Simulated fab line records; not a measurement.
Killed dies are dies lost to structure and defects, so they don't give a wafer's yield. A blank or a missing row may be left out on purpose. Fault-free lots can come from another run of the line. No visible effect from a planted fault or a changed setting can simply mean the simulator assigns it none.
fab line records ; flow gf180mcu
record lots=12; wafers=36; last_day=34
route steps=602 shown HV_LDD@196 PSD@261 NSD@262 SALICIDE@284
lots with no fault: from the same line, run without faults
start_h: start of the lot's first displayed wafer, in hours after the record's first day ; wait_h: hours from the lot's prior step to this one ; " unchanged from the row above ; L1.1+2: a row that stands for several wafers ; - no value, or no start given ; * or withheld: withheld ; < > ~ a bound
route shown NAME@n: NAME is a module with steps in the file, n the number in the route of the first one ; usual: average and standard deviation across the fault-free wafers ; same: alike in all rows ; chamber/n: place in a boat ; sites: readings site by site ; _std_site: standard deviation across them ; _edge_site: inner sites' mean taken away from outer sites' mean ; radius_mm: how far each site lies from the wafer's centre ; mask NAME#n: copy n ; behind: tool/chamber where the wafer was last shaped ; hold: cause of the lot's hold/its duration in hours/its outcome ; device: whichever transistor did not switch (one of n, p or np) ; end of line: the route-end tests of the same wafers ; step lacking rows: just its recipe ; killed: count of dies lost to structure and defects at first sort (not the wafer's yield) ; map: a wafer's dies, x killed, . not, _ none there
set.NAME: the setting the step ran with; set.NAME@STEP: the setting that earlier step ran with ; model.NAME: the simulator's own value behind a step, which no gauge read
a sample of lots followed through the steps of the route, with each step as a table and each wafer as a row
services: a tool's chamber out of use, with start hour (start_h, from the record's first day; less than 0 if before it), hours out, and reason
## steps
# step GF_HV_LDD_OVL_MEAS_20
# usual HV_LDD_01_OVL=1.3/1.4
lot.wafer;tool;chamber;start_h;wait_h;HV_LDD_01_OVL[nm]
L633.2;overlay-02;-;235.32;0.1;1.1
L633.4;overlay-02;-;235.32;0.1;2.2
L633.5;overlay-02;-;235.32;0.1;-0.6
L634.1;overlay-02;-;241.26;0.1;2.9
L634.3;overlay-02;-;241.26;0.1;1.9
L634.6;overlay-02;-;241.26;0.1;1.7
L635.1;overlay-01;-;250.16;0.1;2.0
L635.2;overlay-01;-;250.16;0.1;2.9
L635.5;overlay-01;-;250.16;0.1;2.2
L636.1;overlay-02;-;255.06;0.1;0.2
L636.3;overlay-02;-;255.06;0.1;1.8
L636.5;overlay-02;-;255.06;0.1;0.0
L640.3;overlay-01;-;286.44;0.1;3.2
L640.5;overlay-01;-;286.44;0.1;2.2
L640.6;overlay-01;-;286.44;0.1;3.5
L644.1;overlay-01;-;323.01;0.1;0.2
L644.2;overlay-01;-;323.01;0.1;1.2
L644.3;overlay-01;-;323.01;0.1;1.4
L645.1;overlay-01;-;328.76;0.1;4.0
L645.2;overlay-01;-;328.76;0.1;2.6
L645.4;overlay-01;-;328.76;0.1;3.7
L646.1;overlay-02;-;332.02;0.1;3.6
L646.4;overlay-02;-;332.02;0.1;0.3
L646.5;overlay-02;-;332.02;0.1;1.5
L647.3;overlay-01;-;341.38;0.1;-0.2
L647.5;overlay-01;-;341.38;0.1;0.3
L647.6;overlay-01;-;341.38;0.1;0.1
L651.1;overlay-02;-;371.72;0.1;2.9
L651.2;overlay-02;-;371.72;0.1;0.8
L651.4;overlay-02;-;371.72;0.1;0.2
L655.3;overlay-01;-;399.43;0.1;1.7
L655.5;overlay-01;-;399.43;0.1;2.2
L655.6;overlay-01;-;399.43;0.1;1.4
L656.2;overlay-02;-;410.26;0.1;0.6
L656.4;overlay-02;-;410.26;0.1;1.6
L656.5;overlay-02;-;410.26;0.1;-0.8
# step GF_HV_LDD_ETCHBACK_58
# recipe chemistry=CH3F/O2; target=Si3N4; stop_on=SiO2; source_w=400; bias_w=80; pressure_mtorr=25; ch3f_flow_sccm=40; O2_flow_sccm=30; time_s=100; target_depth_a=900
# usual ch3f_flow_sccm=39.99/0.12; chamber_pressure_mTorr=24.998/0.026; drypump_motor_current_A=5.60/0.25; oes_product_au=0.843/0.0062; throttle_valve_pct=10.559/0.009
lot.wafer;tool;chamber;start_h;wait_h;ch3f_flow_sccm;chamber_pressure_mTorr;drypump_motor_current_A;oes_product_au;rf_hours_counter_h;throttle_valve_pct
L633.2;rie_diel-01;2;276.18;0.0;40.08;24.998;5.51;0.861;11;10.565
L633.4;rie_diel-01;1;276.18;0.0;40.00;24.998;5.67;0.845;80;10.557
L633.5;rie_diel-01;3;276.18;0.0;39.89;25.013;6.09;0.838;-;10.569
L634.1;rie_diel-03;0;283.77;0.1;40.14;24.981;5.86;0.836;4;10.561
L634.3;rie_diel-03;3;283.77;0.1;40.13;25.061;5.83;0.835;17;10.555
L634.6;rie_diel-03;1;283.77;0.1;40.07;25.002;5.63;0.831;-;10.553
L635.1;rie_diel-04;3;293.44;0.1;39.87;25.036;5.53;0.837;7;10.546
L635.2;rie_diel-04;2;293.44;0.1;40.19;24.999;5.65;0.842;69;10.550
L635.5;rie_diel-04;2;293.44;0.1;40.10;24.973;5.65;0.836;-;10.561
L636.1;rie_diel-03;3;297.41;0.1;40.09;25.001;5.87;0.842;17;10.557
L636.3;rie_diel-03;2;297.41;0.1;39.76;25.026;5.70;0.845;88;10.549
L636.5;rie_diel-03;3;297.41;0.1;40.05;24.997;5.84;0.842;-;10.561
L640.3;rie_diel-03;3;332.22;0.0;39.87;25.001;5.87;0.839;17;10.560
L640.5;rie_diel-03;1;332.22;0.0;39.90;24.999;5.65;0.847;-;10.555
L640.6;rie_diel-03;2;332.22;0.0;39.70;24.979;5.68;0.845;-;10.559
L644.1;rie_diel-03;3;371.23;0.1;40.00;25.044;5.84;0.841;18;10.569
L644.2;rie_diel-03;0;371.23;0.1;39.87;25.009;5.87;0.846;6;10.576
L644.3;rie_diel-03;1;371.23;0.1;39.91;24.981;5.68;0.841;87;10.557
L645.1;rie_diel-04;0;376.47;0.1;39.98;24.966;5.25;0.835;18;10.573
L645.2;rie_diel-04;3;376.47;0.1;39.84;24.991;5.53;0.834;9;10.558
L645.4;rie_diel-04;2;376.47;0.1;39.95;25.042;5.62;0.834;71;10.561
L646.1;rie_diel-03;0;380.04;0.1;40.19;24.990;5.88;0.842;6;10.568
L646.4;rie_diel-03;1;380.04;0.1;39.81;25.012;5.66;0.849;87;10.534
L646.5;rie_diel-03;2;380.04;0.1;40.16;24.978;5.66;0.845;-;10.547
L647.3;rie_diel-04;1;389.27;0.0;40.27;24.984;5.48;0.847;1;10.551
L647.5;rie_diel-04;3;389.27;0.0;39.99;25.014;5.52;0.846;-;10.549
L647.6;rie_diel-04;2;389.27;0.0;40.17;24.996;5.64;0.833;-;10.565
L651.1;rie_diel-01;2;421.41;0.1;39.80;24.992;5.49;0.843;15;10.564
L651.2;rie_diel-01;0;421.41;0.1;40.17;24.982;5.01;0.844;10;10.581
L651.4;rie_diel-01;3;421.41;0.1;40.11;24.976;6.13;0.843;12;10.558
L655.3;rie_diel-04;1;451.47;0.0;39.92;25.033;5.45;0.841;3;10.552
L655.5;rie_diel-04;3;451.47;0.0;39.94;25.045;5.54;0.840;-;10.557
L655.6;rie_diel-04;2;451.47;0.0;40.08;25.032;5.61;0.847;-;10.545
L656.2;rie_diel-04;0;463.22;0.0;40.13;24.998;5.24;0.851;20;10.569
L656.4;rie_diel-04;3;463.22;0.0;39.84;24.992;5.51;0.851;11;10.562
L656.5;rie_diel-04;3;463.22;0.0;40.11;25.011;5.52;0.834;-;10.569
# step GF_PSD_RTA_13
# recipe temp_c=1025; time_s=20; ambient=N2
# usual lamp_power_pct=34.4/2.3; run_length_s=48.58/0.29; wafer_temp_C_max=1028.6/0.68
lot.wafer;tool;chamber;start_h;wait_h;lamp_power_pct;run_length_s;wafer_temp_C_max
L633.2;rtp_anneal-02;0;317.48;0.0;32.5;48.97;1029.6
L633.4;rtp_anneal-02;0;317.48;0.0;32.5;48.62;1027.8
L633.5;rtp_anneal-02;0;317.48;0.0;32.4;48.71;1028.4
L634.1;rtp_anneal-02;0;326.12;0.0;32.4;48.63;1028.9
L634.3;rtp_anneal-02;0;326.12;0.0;32.4;48.97;1028.9
L634.6;rtp_anneal-02;0;326.12;0.0;32.4;48.87;1028.4
L635.1;rtp_anneal-01;0;336.27;0.0;37.1;48.19;1027.6
L635.2;rtp_anneal-01;0;336.27;0.0;37.1;48.24;1028.4
L635.5;rtp_anneal-01;0;336.27;0.0;37.2;48.34;1027.3
L636.1;rtp_anneal-02;0;340.67;0.0;32.4;48.65;1029.3
L636.3;rtp_anneal-02;0;340.67;0.0;32.4;48.63;1028.6
L636.5;rtp_anneal-02;0;340.67;0.0;32.4;48.81;1029.4
L640.3;rtp_anneal-01;0;376.70;0.0;37.1;48.34;1028.4
L640.5;rtp_anneal-01;0;376.70;0.0;37.1;48.17;1028.0
L640.6;rtp_anneal-01;0;376.70;0.0;37.1;48.20;1028.4
L644.1;rtp_anneal-02;0;418.02;0.0;32.4;48.74;1029.3
L644.2;rtp_anneal-02;0;418.02;0.0;32.5;48.77;1027.9
L644.3;rtp_anneal-02;0;418.02;0.0;32.4;48.69;1031.6
L645.1;rtp_anneal-02;0;423.07;0.0;32.4;70.98;1029.2
L645.2;rtp_anneal-02;0;423.07;0.0;32.4;48.98;1029.0
L645.4;rtp_anneal-02;0;423.07;0.0;32.4;71.00;1028.3
L646.1;rtp_anneal-02;0;427.82;0.0;32.4;71.18;1028.5
L646.4;rtp_anneal-02;0;427.82;0.0;32.4;70.91;1028.0
L646.5;rtp_anneal-02;0;427.82;0.0;32.4;48.59;1027.6
L647.3;rtp_anneal-02;0;437.29;0.0;32.4;71.08;1029.5
L647.5;rtp_anneal-02;0;437.29;0.0;32.4;48.65;1029.3
L647.6;rtp_anneal-02;0;437.29;0.0;32.4;49.00;1029.1
L651.1;rtp_anneal-01;0;470.67;0.0;37.1;48.48;1028.0
L651.2;rtp_anneal-01;0;470.67;0.0;37.2;48.48;1027.4
L651.4;rtp_anneal-01;0;470.67;0.0;37.2;48.34;1027.6
L655.3;rtp_anneal-02;0;499.80;0.0;32.4;48.59;1028.0
L655.5;rtp_anneal-02;0;499.80;0.0;32.4;48.69;1028.7
L655.6;rtp_anneal-02;0;499.80;0.0;32.4;48.62;1028.2
L656.2;rtp_anneal-02;0;510.73;0.0;32.4;48.71;1029.0
L656.4;rtp_anneal-02;0;510.73;0.0;32.4;48.59;1028.1
L656.5;rtp_anneal-02;0;510.73;0.0;32.5;48.59;1029.4
# step GF_PSD_RS_MEAS_14
# recipe thk_meas_gauge=four-point-probe
# usual NSD_RS=46.12/0.081
lot.wafer;tool;chamber;start_h;wait_h;NSD_RS[ohm/sq]
L633.2;film_metro-02;-;317.57;0.1;46.14
L633.4;film_metro-02;-;317.57;0.1;46.16
L633.5;film_metro-02;-;317.57;0.1;46.05
L634.1;film_metro-02;-;326.21;0.1;46.20
L634.3;film_metro-02;-;326.21;0.1;46.16
L634.6;film_metro-02;-;326.21;0.1;46.11
L635.1;film_metro-04;-;336.35;0.1;46.09
L635.2;film_metro-04;-;336.35;0.1;46.10
L635.5;film_metro-04;-;336.35;0.1;46.08
L636.1;film_metro-01;-;340.76;0.1;46.25
L636.3;film_metro-01;-;340.76;0.1;46.14
L636.5;film_metro-01;-;340.76;0.1;46.03
L640.3;film_metro-02;-;376.79;0.1;46.26
L640.5;film_metro-02;-;376.79;0.1;46.10
L640.6;film_metro-02;-;376.79;0.1;46.21
L644.1;film_metro-04;-;418.10;0.1;46.28
L644.2;film_metro-04;-;418.10;0.1;46.23
L644.3;film_metro-04;-;418.10;0.1;46.23
L645.1;film_metro-01;-;423.15;0.1;42.12
L645.2;film_metro-01;-;423.15;0.1;46.03
L645.4;film_metro-01;-;423.15;0.1;41.93
L646.1;film_metro-02;-;427.90;0.1;41.99
L646.4;film_metro-02;-;427.90;0.1;42.00
L646.5;film_metro-02;-;427.90;0.1;46.09
L647.3;film_metro-02;-;437.39;0.1;42.09
L647.5;film_metro-02;-;437.39;0.1;46.22
L647.6;film_metro-02;-;437.39;0.1;46.17
L651.1;film_metro-01;-;470.76;0.1;46.18
L651.2;film_metro-01;-;470.76;0.1;46.19
L651.4;film_metro-01;-;470.76;0.1;46.00
L655.3;film_metro-02;-;499.90;0.1;46.04
L655.5;film_metro-02;-;499.90;0.1;46.14
L655.6;film_metro-02;-;499.90;0.1;46.16
L656.2;film_metro-02;-;510.82;0.1;46.16
L656.4;film_metro-02;-;510.82;0.1;46.24
L656.5;film_metro-02;-;510.82;0.1;46.26
# step GF_PSD_RS_MEAS_15
# recipe thk_meas_gauge=four-point-probe
# usual PSD_RS=108.5/0.3
lot.wafer;tool;chamber;start_h;wait_h;PSD_RS[ohm/sq]
L633.2;film_metro-02;-;317.69;0.1;108.2
L633.4;film_metro-02;-;317.69;0.1;108.6
L633.5;film_metro-02;-;317.69;0.1;108.2
L634.1;film_metro-02;-;326.33;0.1;108.7
L634.3;film_metro-02;-;326.33;0.1;108.8
L634.6;film_metro-02;-;326.33;0.1;109.1
L635.1;film_metro-04;-;336.47;0.1;108.3
L635.2;film_metro-04;-;336.47;0.1;108.2
L635.5;film_metro-04;-;336.47;0.1;108.3
L636.1;film_metro-01;-;340.88;0.1;108.8
L636.3;film_metro-01;-;340.88;0.1;108.3
L636.5;film_metro-01;-;340.88;0.1;108.4
L640.3;film_metro-02;-;376.91;0.1;108.6
L640.5;film_metro-02;-;376.91;0.1;108.8
L640.6;film_metro-02;-;376.91;0.1;108.6
L644.1;film_metro-04;-;418.22;0.1;109.0
L644.2;film_metro-04;-;418.22;0.1;108.5
L644.3;film_metro-04;-;418.22;0.1;108.7
L645.1;film_metro-01;-;423.27;0.1;101.1
L645.2;film_metro-01;-;423.27;0.1;108.1
L645.4;film_metro-01;-;423.27;0.1;101.0
L646.1;film_metro-02;-;428.02;0.1;101.2
L646.4;film_metro-02;-;428.02;0.1;101.1
L646.5;film_metro-02;-;428.02;0.1;108.3
L647.3;film_metro-02;-;437.51;0.1;101.1
L647.5;film_metro-02;-;437.51;0.1;108.8
L647.6;film_metro-02;-;437.51;0.1;108.7
L651.1;film_metro-01;-;470.88;0.1;108.5
L651.2;film_metro-01;-;470.88;0.1;109.0
L651.4;film_metro-01;-;470.88;0.1;108.7
L655.3;film_metro-02;-;500.02;0.1;108.5
L655.5;film_metro-02;-;500.02;0.1;108.3
L655.6;film_metro-02;-;500.02;0.1;108.5
L656.2;film_metro-02;-;510.94;0.1;108.6
L656.4;film_metro-02;-;510.94;0.1;108.6
L656.5;film_metro-02;-;510.94;0.1;108.9
# step GF_SALICIDE_RTA_06
# recipe temp_c=530; time_s=30; ambient=N2
# usual lamp_power_pct=6.3/0.42; run_length_s=58.6/0.58; wafer_temp_C_max=531.8/0.4
lot.wafer;tool;chamber;start_h;wait_h;lamp_power_pct;run_length_s;wafer_temp_C_max
L633.2;rtp_anneal-02;0;340.25;0.1;5.9;58.6;532.1
L633.4;rtp_anneal-02;0;340.25;0.1;5.9;58.7;532.0
L633.5;rtp_anneal-02;0;340.25;0.1;5.9;58.9;532.4
L634.1;rtp_anneal-01;0;347.88;0.1;6.7;58.2;531.5
L634.3;rtp_anneal-01;0;347.88;0.1;6.7;58.4;531.7
L634.6;rtp_anneal-01;0;347.88;0.1;6.7;58.4;531.9
L635.1;rtp_anneal-01;0;358.89;0.1;6.7;58.6;532.0
L635.2;rtp_anneal-01;0;358.89;0.1;6.7;58.1;531.7
L635.5;rtp_anneal-01;0;358.89;0.1;6.7;58.3;531.9
L636.1;rtp_anneal-02;0;362.98;0.1;5.9;58.6;531.4
L636.3;rtp_anneal-02;0;362.98;0.1;5.9;58.9;532.3
L636.5;rtp_anneal-02;0;362.98;0.1;5.9;58.8;532.7
L640.3;rtp_anneal-02;0;399.96;0.1;5.9;58.6;530.9
L640.5;rtp_anneal-02;0;399.96;0.1;5.9;58.8;531.9
L640.6;rtp_anneal-02;0;399.96;0.1;5.9;58.7;531.4
L644.1;rtp_anneal-01;0;442.67;0.1;6.7;58.2;531.0
L644.2;rtp_anneal-01;0;442.67;0.1;6.7;58.3;531.3
L644.3;rtp_anneal-01;0;442.67;0.1;6.7;58.5;531.2
L645.1;rtp_anneal-02;0;448.87;0.1;5.9;58.6;531.8
L645.2;rtp_anneal-02;0;448.87;0.1;5.9;58.7;531.6
L645.4;rtp_anneal-02;0;448.87;0.1;5.9;58.7;532.9
L646.1;rtp_anneal-01;0;452.78;0.1;6.7;58.2;531.5
L646.4;rtp_anneal-01;0;452.78;0.1;6.7;58.3;531.6
L646.5;rtp_anneal-01;0;452.78;0.1;6.7;58.6;532.0
L647.3;rtp_anneal-01;0;462.50;0.1;6.7;58.2;532.7
L647.5;rtp_anneal-01;0;462.50;0.1;6.7;58.6;531.8
L647.6;rtp_anneal-01;0;462.50;0.1;6.7;58.1;531.6
L651.1;rtp_anneal-01;0;495.28;0.1;6.7;58.1;531.8
L651.2;rtp_anneal-01;0;495.28;0.1;6.7;58.2;531.8
L651.4;rtp_anneal-01;0;495.28;0.1;6.7;58.2;531.6
L655.3;rtp_anneal-01;0;524.11;0.1;6.7;58.4;531.8
L655.5;rtp_anneal-01;0;524.11;0.1;6.7;58.3;532.3
L655.6;rtp_anneal-01;0;524.11;0.1;6.7;58.3;532.0
L656.2;rtp_anneal-01;0;534.57;0.1;6.7;58.6;532.0
L656.4;rtp_anneal-01;0;534.57;0.1;6.7;58.7;532.0
L656.5;rtp_anneal-01;0;534.57;0.1;6.7;58.2;531.7
## services
tool;chamber;start_h;hours;kind
rie_diel-01;-;264.05;0.3;repair
rie_diel-04;1;286.39;11.3;repair
rie_diel-03;-;307.19;14.6;pm
rie_diel-04;3;308.48;4.4;repair
rie_diel-04;1;341.36;-;clean
rie_diel-04;1;341.36;17.7;scheduled_down
rie_diel-04;1;341.36;17.7;vent_cycle
rie_diel-03;2;393.76;98.7;repair
rie_diel-03;-;404.41;2.8;pm
rie_diel-01;1;424.45;14.7;repair
rtp_anneal-01;-;450.14;2.0;repair
rie_diel-03;2;517.60;-;clean
rie_diel-03;2;517.60;25.7;scheduled_down
rie_diel-03;2;517.60;25.7;vent_cycle
rie_diel-01;0;526.88;5.7;repair
## key
first_sign step=GF_PSD_RTA_13; reading=run_length_s; direction=up; sigmas=78; usual=*; struck=*
effect step=GF_PSD_RS_MEAS_14; reading=NSD_RS; direction=down; sigmas=50; usual=46.12; struck=42.03
effect step=GF_PSD_RS_MEAS_15; reading=PSD_RS; direction=down; sigmas=24; usual=108.5; struck=101.1
met_at GF_PSD_RTA_13
struck_lots L645,L646,L647
struck_wafers L645.1,L645.4,L646.1,L646.4,L647.3
tester_left_out L645,L646,L647
not_acting_at GF_HV_LDD_OVL_MEAS_20,GF_HV_LDD_ETCHBACK_58,GF_SALICIDE_RTA_06
onset_between 418.02 423.07
fault kind=process_parameter_drift; tool=rtp_anneal-02; chamber=-; onset_h=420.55; steps=GF_PSD_RTA_13; channel=time_s; offset=*; shape=step; end_h=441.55; scope=struck_wafers_only; acts_in=*; stated=*
# tester_left_out: of these lots the tester's yield and bins aren't shown, on N5 and GAA mostly nor the transistor test; their killed dies are dies lost to structure and defects alone, not to doping, threshold or leakage, so they don't give the yield
